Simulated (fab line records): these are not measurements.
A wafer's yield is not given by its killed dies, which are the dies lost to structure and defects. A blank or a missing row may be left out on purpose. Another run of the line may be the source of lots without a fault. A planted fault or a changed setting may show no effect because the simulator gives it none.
fab line records    flow sky130
[record] lots = 7  wafers = 21  last_day = 51
route steps=708 shown FIELD_ISO@5 PAD_OPEN@708
lots with no fault: from the same line, run without faults
start_h: hours from the record's opening day to when the first of the lot's shown wafers began    wait_h: how many hours have passed since the lot's step before this one    " same as the row above    L1.1+2: several wafers, shown together as one row    - no value present, or no start provided    * or withheld: withheld    < > ~ a bound
route shown NAME@n: a module of which the file shows steps, and the number in the route of the first    usual: the fault-free wafers' mean and standard deviation    same: alike in all rows    chamber/n: place in a boat    sites: the reading at each site    _std_site: standard deviation of those values    _edge_site: outer sites' mean less inner sites'    radius_mm: how far each site lies from the wafer's centre    mask NAME#n: copy n    behind: the most recent tool/chamber to have shaped the wafer    hold: what put the lot on hold/how long, in hours/how the hold closed    device: names the non-switching transistor (n, p or np)    end of line: at the end of the route, the tests of the same wafers    step lacking rows: just its recipe    killed: count of dies lost to structure and defects at first sort (not the wafer's yield)    map: a wafer's dies, x killed, . not, _ none there
set.NAME: the run value of the setting; set.NAME@STEP: its run value at that earlier step    model.NAME: the simulator's own value behind a step, which no gauge read
lots at some steps of the route; a table a step, a row a wafer
services: a tool's chamber out of use, with start hour (start_h, from the record's first day; less than 0 if before it), hours out, and reason
[[steps]]
[step SKY_FIELD_ISO_THK_MEAS_04]
[recipe] reads = Si3N4_of_FIELD_ISO_CVD_03
[usual] FIELD_ISO_CVD_03_THK = 163.9/1.3
lot.wafer  tool           chamber  start_h  wait_h  FIELD_ISO_CVD_03_THK[nm]
L522.2     film_metro-02  -        13.49    0.0     162.2
L522.5     "              -        "        "       162.9
L522.6     "              -        "        "       163.2
L527.2     film_metro-02  -        40.64    0.0     162.7
L527.4     "              -        "        "       162.5
L527.6     "              -        "        "       160.6
L534.2     film_metro-02  -        74.15    0.0     163.0
L534.3     "              -        "        "       160.4
L534.6     "              -        "        "       162.6
L536.1     film_metro-01  -        85.79    0.0     162.3
L536.3     "              -        "        "       162.6
L536.6     "              -        "        "       163.5
L538.2     film_metro-03  -        96.92    0.0     164.2
L538.4     "              -        "        "       164.0
L538.6     "              -        "        "       164.3
L541.1     film_metro-01  -        109.40   0.0     164.2
L541.2     "              -        "        "       165.2
L541.6     "              -        "        "       162.9
L545.3     film_metro-01  -        159.89   0.0     165.5
L545.5     "              -        "        "       164.3
L545.6     "              -        "        "       164.3
[step SKY_FIELD_ISO_DEHYDRATE_05]
[recipe] temp_c = 200  time_s = 60
[step SKY_FIELD_ISO_HMDS_06]
[recipe] prime_time_s = 60  prime_temp_c = 120
[step SKY_FIELD_ISO_COAT_07]
[recipe] resist = BARC  temp_c = withheld  time_s = withheld  spin_rpm = 3000  resist_thk_nm = 60
[step SKY_FIELD_ISO_COAT_08]
[recipe] resist = KrF-thick  spin_rpm = 3000  resist_thk_nm = 450
[step SKY_FIELD_ISO_SOFTBAKE_09]
[recipe] temp_c = 100  time_s = 90  resist = KrF-thick
[step SKY_FIELD_ISO_EXPOSE_10]
[recipe] mask_id = FOM  na = 0.68  source_shape = annular  sigma_inner = 0.4  sigma_outer = 0.8  target_cd_nm = 150  dose_mj = 28
[step SKY_FIELD_ISO_PEB_11]
[recipe] peb_temp_c = withheld  peb_time_s = withheld  resist = KrF-thick
[step SKY_FIELD_ISO_DEVELOP_12]
[recipe] develop_time_s = 60  resist = KrF-thick  dev_temp_c = 21
[step SKY_FIELD_ISO_CD_MEAS_13]
[recipe] target_cd_nm = 150
[usual] cd_nm = 149.8/1.5
lot.wafer  tool       chamber  start_h  wait_h  cd_nm
L522.2     cd_sem-02  -        28.71    -       149.6
L522.5     "          -        "        "       149.5
L522.6     "          -        "        "       151.1
L527.2     cd_sem-02  -        56.44    -       149.5
L527.4     "          -        "        "       149.7
L527.6     "          -        "        "       149.6
L534.2     cd_sem-01  -        91.59    -       150.2
L534.3     "          -        "        "       150.7
L534.6     "          -        "        "       152.3
L536.1     cd_sem-01  -        103.07   -       148.9
L536.3     "          -        "        "       149.6
L536.6     "          -        "        "       149.4
L538.2     cd_sem-02  -        114.79   -       154.0
L538.4     "          -        "        "       152.1
L538.6     "          -        "        "       151.8
L541.1     cd_sem-01  -        127.32   -       149.6
L541.2     "          -        "        "       150.4
L541.6     "          -        "        "       150.2
L545.3     cd_sem-01  -        180.91   -       148.0
L545.5     "          -        "        "       148.8
L545.6     "          -        "        "       147.0
[step SKY_FIELD_ISO_ETCH_14]
[recipe] chemistry = N2/H2  target = BARC  ion_energy_ev = 200  source_w = 500  bias_w = 100  pressure_mtorr = 30  n2_flow_sccm = 100  h2_flow_sccm = 200  stop_on = SiO2  time_s = 45.9  target_depth_a = 600
[usual] drypump_motor_current_A = 5.5/0.37  oes_product_au = 0.854/0.0049  throttle_valve_pct = 13.225/0.0091
lot.wafer  tool         chamber  start_h  wait_h  drypump_motor_current_A  oes_product_au  rf_hours_counter_h  throttle_valve_pct
L522.2     rie_diel-02  2        28.81    0.1     5.8                      0.846           5                   13.232
L522.5     "            2        "        "       5.8                      0.844           -                   13.249
L522.6     "            3        "        "       5.9                      0.856           -                   13.249
L527.2     rie_diel-02  1        56.54    0.1     5.2                      0.858           41                  13.215
L527.4     "            3        "        "       6.0                      0.851           85                  13.215
L527.6     "            3        "        "       5.9                      0.853           -                   13.214
L534.2     rie_diel-03  2        91.69    0.1     6.0                      0.859           33                  13.232
L534.3     "            3        "        "       5.9                      0.858           27                  13.235
L534.6     "            1        "        "       5.7                      0.857           -                   13.216
L536.1     rie_diel-01  3        103.19   0.1     6.0                      0.848           1                   13.231
L536.3     "            0        "        "       5.2                      0.848           140                 13.229
L536.6     "            2        "        "       5.1                      0.853           -                   13.223
L538.2     rie_diel-01  1        114.89   0.1     5.3                      0.861           152                 13.222
L538.4     "            3        "        "       5.9                      0.855           1                   13.232
L538.6     "            3        "        "       5.9                      0.858           -                   13.228
L541.1     rie_diel-03  1        127.44   0.1     5.7                      0.854           3                   13.213
L541.2     "            2        "        "       6.0                      0.853           34                  13.218
L541.6     "            1        "        "       5.7                      0.850           -                   13.210
L545.3     rie_diel-02  3        180.99   0.1     6.0                      0.854           87                  13.215
L545.5     "            0        "        "       5.3                      0.864           -                   13.231
L545.6     "            1        "        "       5.2                      0.856           -                   13.210
[step SKY_FIELD_ISO_ETCH_15]
[recipe] chemistry = CHF3/O2  target_depth_nm = 180  stop_on = Si  source_w = 600  bias_w = 200  pressure_mtorr = 40  chf3_flow_sccm = 50  O2_flow_sccm = 5  time_s = 72
[usual] drypump_motor_current_A = 5.5/0.36  oes_product_au = 0.942/0.0064  throttle_valve_pct = 8.843/0.0093
lot.wafer  tool         chamber  start_h  wait_h  drypump_motor_current_A  oes_product_au  rf_hours_counter_h  throttle_valve_pct
L522.2     rie_diel-02  2        28.85    0.0     5.8                      0.943           5                   8.840
L522.5     "            2        "        "       5.8                      0.940           -                   8.837
L522.6     "            3        "        "       5.9                      0.941           -                   8.828
L527.2     rie_diel-02  1        56.58    0.0     5.2                      0.939           41                  8.845
L527.4     "            3        "        "       6.0                      0.925           85                  8.837
L527.6     "            3        "        "       6.0                      0.923           -                   8.825
L534.2     rie_diel-03  2        91.73    0.0     6.0                      0.935           33                  8.839
L534.3     "            3        "        "       5.9                      0.927           27                  8.828
L534.6     "            1        "        "       5.7                      0.940           -                   8.839
L536.1     rie_diel-01  3        103.23   0.0     5.9                      0.939           1                   8.827
L536.3     "            0        "        "       5.2                      0.937           140                 8.839
L536.6     "            2        "        "       5.1                      0.942           -                   8.838
L538.2     rie_diel-01  1        114.93   0.0     5.3                      0.942           152                 8.848
L538.4     "            3        "        "       6.0                      0.945           1                   8.842
L538.6     "            3        "        "       6.0                      0.942           -                   8.847
L541.1     rie_diel-03  1        127.48   0.0     5.7                      0.942           3                   8.851
L541.2     "            2        "        "       6.0                      0.945           34                  8.845
L541.6     "            1        "        "       5.7                      0.936           -                   8.825
L545.3     rie_diel-02  3        181.03   0.0     5.9                      0.952           87                  8.848
L545.5     "            0        "        "       5.3                      0.949           -                   8.841
L545.6     "            1        "        "       5.2                      0.949           -                   8.836
[step SKY_FIELD_ISO_STRIP_16]
[recipe] chemistry = O2/N2  power_w = 1400  pressure_mtorr = 1500  platen_temp_c = withheld  o2_flow_sccm = 3000  n2_flow_sccm = 300  overash_fraction = 0.5
[usual] drypump_motor_current_A = 5.8/0.52  o2_flow_sccm = 3001/8.8  oes_product_au = 0.378/0.0044  overash_fraction = 0.5/0  strip_time_to_endpoint_s = 3.572/0.03
lot.wafer  tool             chamber  start_h  wait_h  drypump_motor_current_A  o2_flow_sccm  oes_product_au  overash_fraction  rf_hours_counter_h  strip_time_to_endpoint_s
L522.2     plasma_asher-01  0        28.91    0.0     6.7                      2998          0.384           0.5               36                  3.555
L522.5     "                1        "        "       5.7                      3005          0.380           0.5               -                   3.591
L522.6     "                0        "        "       6.7                      2993          0.380           0.5               -                   3.544
L527.2     plasma_asher-03  0        56.64    0.0     6.1                      3019          0.370           0.5               34                  3.559
L527.4     "                0        "        "       6.0                      3010          0.378           0.5               -                   3.543
L527.6     "                1        "        "       5.3                      2995          0.380           0.5               -                   3.554
L534.2     plasma_asher-03  1        91.79    0.0     5.3                      3007          0.379           0.5               38                  3.605
L534.3     "                0        "        "       6.0                      3008          0.381           0.7               -                   3.617
L534.6     "                0        "        "       6.0                      3000          0.378           0.7               -                   3.624
L536.1     plasma_asher-03  0        103.29   0.0     6.1                      2997          0.378           0.7               39                  3.585
L536.3     "                1        "        "       5.3                      2994          0.377           0.5               -                   3.563
L536.6     "                0        "        "       6.0                      3014          0.384           0.7               -                   3.587
L538.2     plasma_asher-03  0        114.99   0.0     6.1                      2995          0.379           0.7               40                  3.554
L538.4     "                0        "        "       6.0                      2991          0.371           0.7               -                   3.585
L538.6     "                0        "        "       6.1                      2996          0.377           0.7               -                   3.574
L541.1     plasma_asher-01  0        127.54   0.0     6.7                      2998          0.379           0.5               46                  3.579
L541.2     "                1        "        "       5.7                      3000          0.375           0.5               46                  3.552
L541.6     "                0        "        "       6.7                      2995          0.383           0.5               -                   3.573
L545.3     plasma_asher-04  0        181.12   0.1     5.3                      3016          0.379           0.5               -                   3.545
L545.5     "                0        "        "       5.3                      2999          0.373           0.5               -                   3.582
L545.6     "                1        "        "       5.3                      2982          0.376           0.5               -                   3.561
[step SKY_FIELD_ISO_ETCH_17]
[recipe] target_depth_a = 3420  mask_material = Si3N4  chemistry = HBr/Cl2/O2  target = Si  taper_deg = 5  icp_w = 600  bias_w = 150  pressure_mtorr = 15  HBr_flow_sccm = 150  Cl2_flow_sccm = 40  O2_flow_sccm = 6  time_s = 97.7
[usual] drypump_motor_current_A = 5.8/0.54  oes_product_au = 1.003/0.01  throttle_valve_pct = 25.656/0.011
lot.wafer  tool       chamber  start_h  wait_h  drypump_motor_current_A  oes_product_au  rf_hours_counter_h  throttle_valve_pct
L522.2     rie_si-01  3        29.01    0.1     5.3                      1.004           145                 25.663
L522.5     "          1        "        "       5.0                      1.009           -                   25.654
L522.6     "          2        "        "       5.1                      1.010           -                   25.665
L527.2     rie_si-01  0        56.74    0.1     6.0                      1.018           21                  25.647
L527.4     "          2        "        "       5.0                      1.013           -                   25.650
L527.6     "          0        "        "       6.1                      1.015           -                   25.655
L534.2     rie_si-02  0        91.89    0.1     6.0                      0.990           18                  25.664
L534.3     "          1        "        "       6.7                      1.000           17                  25.667
L534.6     "          3        "        "       6.0                      1.012           -                   25.642
L536.1     rie_si-01  1        103.39   0.1     5.0                      1.008           0                   25.643
L536.3     "          2        "        "       5.1                      1.012           3                   25.641
L536.6     "          1        "        "       5.0                      1.018           -                   25.653
L538.2     rie_si-01  0        115.09   0.1     6.0                      1.013           21                  25.639
L538.4     "          0        "        "       6.0                      1.006           -                   25.636
L538.6     "          1        "        "       5.0                      1.011           -                   25.650
L541.1     rie_si-02  1        127.64   0.1     6.7                      0.988           17                  25.672
L541.2     "          3        "        "       6.0                      1.007           26                  25.661
L541.6     "          0        "        "       6.0                      0.999           -                   25.668
L545.3     rie_si-02  3        181.19   0.0     6.1                      0.998           27                  25.665
L545.5     "          3        "        "       6.1                      0.994           -                   25.663
L545.6     "          0        "        "       6.0                      0.985           -                   25.668
[step SKY_PAD_OPEN_PROBE_99]
[usual] killed_at_M0_to_M3 = 44/7.2  killed_at_M4_up = 3.1/1.7  killed_at_contacts = 24/5.2  killed_at_front_end = 15/4.1  killed_at_other = 0.3/0.61  killed_dies = 87/10  killed_on_rim = 17/3.8  killed_open = 48/7.5  killed_short = 39/6.6
[same] gross_dies = 492  killed_at_back_side = 0
lot.wafer  tool       chamber  start_h  wait_h  killed_at_M0_to_M3  killed_at_M4_up  killed_at_contacts  killed_at_front_end  killed_at_other  killed_dies  killed_on_rim  killed_open  killed_short
L522.2     prober-01  -        1064.01  0.1     56                  3                22                  14                   3                98           20             60           36
L522.5     prober-01  -        1064.16  0.2     41                  3                30                  11                   0                85           13             37           46
L522.6     prober-01  -        1064.21  0.2     43                  3                31                  13                   1                91           14             44           46
L527.2     prober-02  -        1105.03  0.1     39                  1                21                  17                   0                78           16             49           29
L527.4     prober-02  -        1105.13  0.2     30                  2                17                  16                   0                65           14             40           25
L527.6     prober-02  -        1105.23  0.2     42                  4                32                  22                   0                100          23             49           51
L534.2     prober-01  -        1144.11  0.1     63                  4                29                  17                   0                113          23             63           50
L534.3     prober-01  -        1144.16  0.2     41                  0                20                  12                   0                73           21             41           32
L534.6     prober-01  -        1144.31  0.2     46                  1                27                  20                   0                94           19             48           45
L536.1     prober-01  -        1149.39  0.1     47                  3                26                  21                   1                98           13             56           42
L536.3     prober-01  -        1149.49  0.2     46                  4                23                  21                   0                94           10             48           45
L536.6     prober-01  -        1149.64  0.2     41                  7                22                  7                    0                77           19             44           31
L538.2     prober-01  -        1173.02  0.1     50                  6                14                  16                   0                86           14             50           35
L538.4     prober-01  -        1173.12  0.2     50                  4                20                  12                   1                87           17             45           40
L538.6     prober-01  -        1173.22  0.2     55                  1                26                  13                   0                95           19             57           37
L541.1     prober-02  -        1186.64  0.1     56                  3                34                  8                    0                101          16             64           37
L541.2     prober-02  -        1186.69  0.1     40                  6                24                  17                   0                87           18             54           33
L541.6     prober-02  -        1186.89  0.2     59                  1                21                  13                   0                94           17             49           45
L545.3     prober-01  -        1219.05  0.2     40                  2                22                  12                   0                76           18             44           32
L545.5     prober-01  -        1219.15  0.2     50                  3                28                  14                   0                95           27             53           42
L545.6     prober-01  -        1219.20  0.2     48                  3                33                  17                   0                101          21             49           52
// killed by level:class
L522.2 VIA1:geometric_particle:open=16 CONTACT:geometric_particle:open=10 VIA3:geometric_particle:open=10 VIA2:geometric_particle:open=7 CONTACT:geometric_particle:short=6 METAL2:geometric_particle:short=6 FIELD_ISO:geometric_particle:short=5 METAL1:geometric_particle:short=4
L522.5 VIA1:geometric_particle:open=11 METAL1:geometric_particle:short=7 LI_CONTACT:geometric_particle:short=7 CONTACT:geometric_particle:open=7 LI_CONTACT:geometric_particle:open=6 VIA1:geometric_particle:short=6 LOCAL_INTERCONNECT:geometric_particle:short=5 CONTACT:geometric_particle:short=5
L522.6 CONTACT:geometric_particle:open=10 METAL1:geometric_particle:short=10 VIA1:geometric_particle:open=10 CONTACT:geometric_particle:short=9 VIA1:geometric_particle:short=6 LI_CONTACT:geometric_particle:open=5 VIA3:geometric_particle:open=5 FIELD_ISO:geometric_particle:short=4
L527.2 VIA1:geometric_particle:open=9 VIA2:geometric_particle:open=8 CONTACT:geometric_particle:open=7 VIA3:geometric_particle:open=7 FIELD_ISO:geometric_particle:open=6 LI_CONTACT:geometric_particle:open=6 FIELD_ISO:geometric_particle:short=4 CONTACT:geometric_particle:short=4
L527.4 VIA1:geometric_particle:open=10 CONTACT:geometric_particle:open=6 FIELD_ISO:geometric_particle:short=5 VIA2:geometric_particle:open=5 FIELD_ISO:geometric_particle:open=4 LI_CONTACT:geometric_particle:open=4 CONTACT:geometric_particle:short=4 POLY_CUT:geometric_particle:open=3
L527.6 CONTACT:geometric_particle:short=9 VIA1:geometric_particle:open=8 VIA2:geometric_particle:open=8 CONTACT:geometric_particle:open=8 METAL2:geometric_particle:short=7 FIELD_ISO:geometric_particle:open=5 POLY_GATE:geometric_particle:open=5 VIA3:geometric_particle:open=5
L534.2 VIA1:geometric_particle:open=17 LI_CONTACT:geometric_particle:open=11 CONTACT:geometric_particle:open=9 METAL2:geometric_particle:short=9 METAL1:geometric_particle:short=8 VIA3:geometric_particle:open=7 VIA2:geometric_particle:open=6 VIA3:geometric_particle:short=4
L534.3 CONTACT:geometric_particle:open=9 METAL1:geometric_particle:short=9 VIA1:geometric_particle:open=8 VIA2:geometric_particle:open=7 CONTACT:geometric_particle:short=5 VIA1:geometric_particle:short=5 METAL2:geometric_particle:short=5 LI_CONTACT:geometric_particle:open=4
L534.6 VIA1:geometric_particle:open=15 CONTACT:geometric_particle:open=7 METAL1:geometric_particle:short=7 LI_CONTACT:geometric_particle:short=6 LI_CONTACT:geometric_particle:open=6 POLY_GATE:geometric_particle:short=5 METAL3:geometric_particle:short=5 VIA3:geometric_particle:open=5
L536.1 VIA1:geometric_particle:open=19 CONTACT:geometric_particle:open=8 POLY_GATE:geometric_particle:open=7 LI_CONTACT:geometric_particle:open=7 FIELD_ISO:geometric_particle:open=6 METAL1:geometric_particle:short=6 METAL2:geometric_particle:short=5 LOCAL_INTERCONNECT:geometric_particle:short=5
L536.3 LI_CONTACT:geometric_particle:open=10 VIA1:geometric_particle:open=8 METAL1:geometric_particle:short=7 CONTACT:geometric_particle:open=6 FIELD_ISO:geometric_particle:open=5 POLY_GATE:geometric_particle:open=5 POLY_GATE:geometric_particle:short=5 VIA1:geometric_particle:short=5
L536.6 VIA1:geometric_particle:open=14 LI_CONTACT:geometric_particle:open=10 VIA3:geometric_particle:open=6 CONTACT:geometric_particle:open=5 METAL4:geometric_particle:short=5 LOCAL_INTERCONNECT:geometric_particle:short=4 METAL3:geometric_particle:short=4 VIA1:geometric_particle:short=4
L538.2 VIA1:geometric_particle:open=10 VIA2:geometric_particle:open=7 VIA3:geometric_particle:open=7 CONTACT:geometric_particle:open=7 METAL2:geometric_particle:short=7 VIA1:geometric_particle:short=6 METAL4:geometric_particle:short=5 METAL1:geometric_particle:open=4
L538.4 VIA1:geometric_particle:open=12 METAL1:geometric_particle:short=9 VIA1:geometric_particle:short=7 LI_CONTACT:geometric_particle:open=6 CONTACT:geometric_particle:open=6 VIA3:geometric_particle:open=6 VIA2:geometric_particle:short=5 LOCAL_INTERCONNECT:geometric_particle:short=4
L538.6 VIA1:geometric_particle:open=17 CONTACT:geometric_particle:open=10 METAL2:geometric_particle:short=9 VIA2:geometric_particle:open=9 LI_CONTACT:geometric_particle:open=7 POLY_GATE:geometric_particle:open=4 POLY_GATE:geometric_particle:short=4 LOCAL_INTERCONNECT:geometric_particle:short=4
L541.1 VIA1:geometric_particle:open=18 CONTACT:geometric_particle:open=15 VIA3:geometric_particle:open=8 LI_CONTACT:geometric_particle:open=6 METAL1:geometric_particle:short=6 VIA2:geometric_particle:open=6 LI_CONTACT:geometric_particle:short=5 CONTACT:geometric_particle:short=5
L541.2 VIA1:geometric_particle:open=11 CONTACT:geometric_particle:open=10 VIA2:geometric_particle:open=8 VIA1:geometric_particle:short=6 VIA3:geometric_particle:open=6 FIELD_ISO:geometric_particle:open=4 SPACER:geometric_particle:open=4 LI_CONTACT:geometric_particle:short=4
L541.6 VIA1:geometric_particle:open=15 LI_CONTACT:geometric_particle:open=10 VIA3:geometric_particle:open=9 VIA1:geometric_particle:short=7 METAL1:geometric_particle:short=6 METAL2:geometric_particle:short=6 LOCAL_INTERCONNECT:geometric_particle:short=5 VIA2:geometric_particle:open=5
L545.3 CONTACT:geometric_particle:open=12 VIA1:geometric_particle:open=7 METAL1:geometric_particle:short=7 VIA2:geometric_particle:open=7 VIA1:geometric_particle:short=5 LI_CONTACT:geometric_particle:short=4 METAL2:geometric_particle:short=4 VIA3:geometric_particle:open=4
L545.5 VIA1:geometric_particle:open=13 CONTACT:geometric_particle:open=11 METAL2:geometric_particle:short=10 LI_CONTACT:geometric_particle:open=7 FIELD_ISO:geometric_particle:short=6 LOCAL_INTERCONNECT:geometric_particle:open=4 CONTACT:geometric_particle:short=4 METAL1:geometric_particle:short=4
L545.6 METAL2:geometric_particle:short=15 CONTACT:geometric_particle:open=10 LI_CONTACT:geometric_particle:open=8 CONTACT:geometric_particle:short=7 VIA1:geometric_particle:open=6 VIA2:geometric_particle:open=6 FIELD_ISO:geometric_particle:open=5 LOCAL_INTERCONNECT:geometric_particle:short=5
[[services]]
tool             chamber  start_h  hours  kind
rie_diel-01      1        12.97    2.4    repair
rie_diel-02      0        23.28    4.2    repair
rie_diel-01      3        41.27    -      clean
rie_diel-01      3        41.27    20.8   scheduled_down
rie_diel-01      3        41.27    20.8   vent_cycle
rie_si-01        1        46.61    -      clean
rie_si-01        1        46.61    12.3   scheduled_down
rie_si-01        1        46.61    12.3   vent_cycle
plasma_asher-03  -        46.99    1.2    repair
plasma_asher-04  -        75.45    1.0    repair
rie_si-02        -        86.41    0.6    repair
rie_diel-01      -        87.14    15.6   pm
rie_diel-03      1        100.76   10.6   repair
rie_si-01        3        103.36   -      clean
rie_si-01        3        103.36   15.9   scheduled_down
rie_si-01        3        103.36   15.9   vent_cycle
rie_diel-01      2        105.09   3.9    repair
rie_si-01        -        123.08   14.6   pm
rie_diel-03      3        127.00   8.3    repair
rie_si-02        3        153.60   13.9   repair
rie_diel-02      3        155.54   3.6    repair
rie_diel-03      3        156.28   16.2   repair
rie_diel-01      1        169.27   4.4    repair
rie_diel-03      1        173.81   6.0    repair
[[key]]
[first_sign] step = SKY_FIELD_ISO_STRIP_16  reading = overash_fraction  direction = up  sigmas = 99+  usual = 0.5  struck = 0.7
effect none on later readings
met_at SKY_FIELD_ISO_STRIP_16
struck_wafers L534.3,L534.6,L536.1,L536.6,L538.2,L538.4,L538.6
tester_left_out L534,L536,L538
onset_between 56.64 91.79
[fault] kind = process_parameter_drift  tool = plasma_asher-03  chamber = 0  onset_h = 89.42  steps = SKY_FIELD_ISO_STRIP_16  channel = overash_fraction  offset = 0.2  shape = step  end_h = 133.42  acts_in = these_recipes_only  stated = 0.5
// tester_left_out: of these lots the tester's yield and bins aren't shown, on N5 and GAA mostly nor the transistor test; their killed dies are dies lost to structure and defects alone, not to doping, threshold or leakage, so they don't give the yield
